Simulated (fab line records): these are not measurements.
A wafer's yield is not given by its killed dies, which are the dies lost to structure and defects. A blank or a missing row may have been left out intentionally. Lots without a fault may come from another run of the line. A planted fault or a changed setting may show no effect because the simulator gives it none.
One fault through the eyes of 2 desks | flow sky130 | what lay behind the numbers comes last; until then each desk has only its own

## FROM THE METROLOGY DESK
Lot by lot, what the gauges showed, no matter which tool ran the lot: averages of those sampled wafers that carry a number. The brackets show how far a lot's mean lies from the usual mean; more than 4 standard deviations puts the lot out of limits, marked OUT.
Columns: A = METAL4_OVL at SKY_METAL4_OVL_MEAS_14, usual -3 nm; B = VIA4_HDPCVD_THK at SKY_VIA4_THK_MEAS_01, usual 1752 nm
lot  | first seen here | A  | B
L391 | day 41 21:19    | 4  | 1769
L392 | day 42 04:25    | -5 | 1747
L396 | day 43 02:37    | 3  | 1746
L397 | day 43 10:43    | 1  | 1748
L398 | day 43 21:13    | 1  | 1746
L399 | day 44 02:58    | -3 | 1740
L400 | day 44 10:10    | -2 | 1737
L410 | day 47 03:25    | -9 | 2034 (+18) OUT
L411 | day 47 05:13    | -1 | 2054 (+19) OUT
L413 | day 47 15:48    | -3 | 1743
L414 | day 47 22:31    | -4 | 1781
Finding of this desk: L410, L411 out of limits, first seen on L410 at day 47 04:33 (VIA4_HDPCVD_THK at SKY_VIA4_THK_MEAS_01). In limits: L391, L392, L396, L397, L398, L399, L400, L413, L414.

## AT THE TOOL OWNER'S DESK: hdpcvd-02
The tool's own readings at SKY_VIA4_HDPCVD_00 (deposits SiO2, target thk 1750 nm, time 291.7 s): means of the sampled wafers that have a number, for each lot that ran on this tool. The brackets show how far a lot's mean lies from the usual mean; more than 4 standard deviations puts the lot out of limits, marked OUT.
Columns: A = sih4FlowSccm at SKY_VIA4_HDPCVD_00, usual 60.00 sccm
lot  | first seen here | A
L391 | day 41 22:15    | 60.04
L392 | day 42 05:30    | 60.08
L396 | day 43 03:42    | 59.74
L397 | day 43 11:40    | 60.14
L399 | day 44 03:58    | 59.99
L410 | day 47 04:22    | 69.91 (+52) OUT
L411 | day 47 06:11    | 70.02 (+53) OUT
This desk's verdict: out of limits on L410, L411, starting with L410 at day 47 04:22 (sih4FlowSccm at SKY_VIA4_HDPCVD_00). In limits: L391, L392, L396, L397, L399.

## ALL TOGETHER
The tool owner's desk could have raised an alarm at day 47 04:22, on L410, L411.
On L410, L411, the metrology desk was in a position to raise an alarm at day 47 04:33.
Every lot named ran SKY_VIA4_HDPCVD_00 on hdpcvd-02.

## WHAT THE SIMULATOR HAD INSERTED
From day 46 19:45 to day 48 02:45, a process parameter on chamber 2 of hdpcvd-02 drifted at SKY_VIA4_HDPCVD_00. A move of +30 in setting sih4FlowSccm, from 60. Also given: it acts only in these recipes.
Struck lots among those shown: L410, L411.
Delay (hours) between the fault's onset and each desk's first out-of-limits reading: 9 at the tool owner's desk, 9 at the metrology desk.
